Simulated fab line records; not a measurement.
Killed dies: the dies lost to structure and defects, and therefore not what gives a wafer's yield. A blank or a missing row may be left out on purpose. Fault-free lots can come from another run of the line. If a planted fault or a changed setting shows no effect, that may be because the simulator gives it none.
What tool caused it? + flow gf180mcu + 15 lots with 45 wafers sampled at 2 steps, on a route of 602 steps

== WHAT THE GAUGES READ, wafer by wafer ==
GF_DUAL_GATE_THK_MEAS_03.
| lot  | measured     | on            | DUAL_GATE_OXIDATION_00_THK (nm)     |
|------|--------------|---------------|-------------------------------------|
| L833 | day 7 18:13  | film_metro-02 | 10.87 10.58 10.76                   |
| L834 | day 8 01:40  | film_metro-03 | 10.63 10.56 10.72                   |
| L835 | day 8 05:34  | film_metro-02 | 10.95 11.00 10.89                   |
| L837 | day 8 20:12  | film_metro-02 | 10.89 11.02 11.10                   |
| L840 | day 9 12:46  | film_metro-02 | 10.65 10.50 10.56                   |
| L841 | day 9 19:13  | film_metro-02 | 10.56 10.56 10.66                   |
| L842 | day 10 05:07 | film_metro-01 | 10.66 10.75 10.80                   |
| L843 | day 10 12:09 | film_metro-03 | 11.06 10.96 10.97                   |
| L844 | day 10 15:08 | film_metro-02 | 11.01 10.80 11.00                   |
| L846 | day 11 07:58 | film_metro-03 | 12.54 12.45 12.39 12.52 12.42 12.44 |
| L848 | day 11 20:17 | film_metro-03 | 12.19 12.25 12.36 12.16 12.24 12.35 |
| L850 | day 12 08:43 | film_metro-03 | 12.41 12.50 12.48 12.39 12.54 12.48 |
| L854 | day 13 09:40 | film_metro-02 | 11.00 10.91 10.90                   |
| L855 | day 13 20:21 | film_metro-01 | 10.92 10.96 10.89                   |
| L856 | day 14 07:22 | film_metro-02 | 10.84 10.79 11.04                   |

== WHICH TOOL RAN EACH LOT (tool, then ch and the chambers of the sampled wafers, then the start) ==
| lot  | GF_DUAL_GATE_OXIDATION_02     |
|------|-------------------------------|
| L833 | furnace-01 ch 0, day 7 16:46  |
| L834 | furnace-02 ch 0, day 8 00:12  |
| L835 | furnace-01 ch 0, day 8 04:07  |
| L837 | furnace-02 ch 0, day 8 18:45  |
| L840 | furnace-01 ch 0, day 9 11:18  |
| L841 | furnace-01 ch 0, day 9 17:45  |
| L842 | furnace-01 ch 0, day 10 03:40 |
| L843 | furnace-01 ch 0, day 10 10:42 |
| L844 | furnace-01 ch 0, day 10 13:41 |
| L846 | furnace-01 ch 0, day 11 06:31 |
| L848 | furnace-01 ch 0, day 11 18:50 |
| L850 | furnace-01 ch 0, day 12 07:16 |
| L854 | furnace-02 ch 0, day 13 08:13 |
| L855 | furnace-02 ch 0, day 13 18:54 |
| L856 | furnace-02 ch 0, day 14 05:55 |
- GF_DUAL_GATE_OXIDATION_02: stabilise 600 s, purge 300 s, target thk 10.887 nm.

== AS READ BY THE TOOLS THEMSELVES (means over the sampled wafers that have a number; for cases with no such wafer, the mark the record gives instead) ==
GF_DUAL_GATE_OXIDATION_02.
| lot  | tool       | spike_tc_bottom_C (C) | spike_tc_lower_C (C) | spike_tc_top_C (C) |
|------|------------|-----------------------|----------------------|--------------------|
| L833 | furnace-01 | 918.8                 | 898.9                | 906.6              |
| L834 | furnace-02 | 920.7                 | 902.1                | 911.0              |
| L835 | furnace-01 | 919.1                 | 899.0                | 906.9              |
| L837 | furnace-02 | 921.4                 | 901.8                | 911.9              |
| L840 | furnace-01 | 920.1                 | 898.8                | 906.4              |
| L841 | furnace-01 | 918.3                 | 899.1                | 905.4              |
| L842 | furnace-01 | 920.1                 | 899.2                | 907.1              |
| L843 | furnace-01 | 919.3                 | 898.3                | 906.4              |
| L844 | furnace-01 | 918.9                 | 899.4                | 906.7              |
| L846 | furnace-01 | 919.6                 | 898.4                | 907.6              |
| L848 | furnace-01 | 919.7                 | 898.2                | 906.9              |
| L850 | furnace-01 | 919.7                 | 898.9                | 906.9              |
| L854 | furnace-02 | 921.2                 | 901.6                | 911.9              |
| L855 | furnace-02 | 922.1                 | 902.2                | 910.3              |
| L856 | furnace-02 | 921.8                 | 901.3                | 911.0              |

== THE ANSWER, worked out from the rows above alone ==
Rule: the lots themselves supply what counts as usual. Put in order of their means at a reading, lots are off if they are a third of the lots or fewer, leave a main group of 4 or more, and stand apart from it by a gap of 3 or more times the standard deviation of the main group's means; of several such gaps the widest counts. If all means in a main group match to the digits the tables above print for the reading, that group is not used. Also off: a lot with no number at a reading for which 4 or more lots have one. All remaining lots with rows at the step are treated as sound. After the gauges, taken in route order, come the tools' own readings; for these a lot's mean is taken, as printed above. The first step at which some lot is off is used, and at that step the reading that is off furthest; a lot without a number counts as furthest.
Off: L846, L848, L850, at GF_DUAL_GATE_THK_MEAS_03 (DUAL_GATE_OXIDATION_00_THK). Main group: mean 10.83 nm, sd 0.15.
If a tool, at a process step before that reading, ran all the lots that are off and no sound lot after the first of them, it fits. Gauges at GF_DUAL_GATE_THK_MEAS_03: tried the same way as those tools. Can't be told from this: 2 tools fit, furnace-01 at GF_DUAL_GATE_OXIDATION_02, film_metro-03 at GF_DUAL_GATE_THK_MEAS_03.

== WHAT THE SIMULATOR PUT IN ==
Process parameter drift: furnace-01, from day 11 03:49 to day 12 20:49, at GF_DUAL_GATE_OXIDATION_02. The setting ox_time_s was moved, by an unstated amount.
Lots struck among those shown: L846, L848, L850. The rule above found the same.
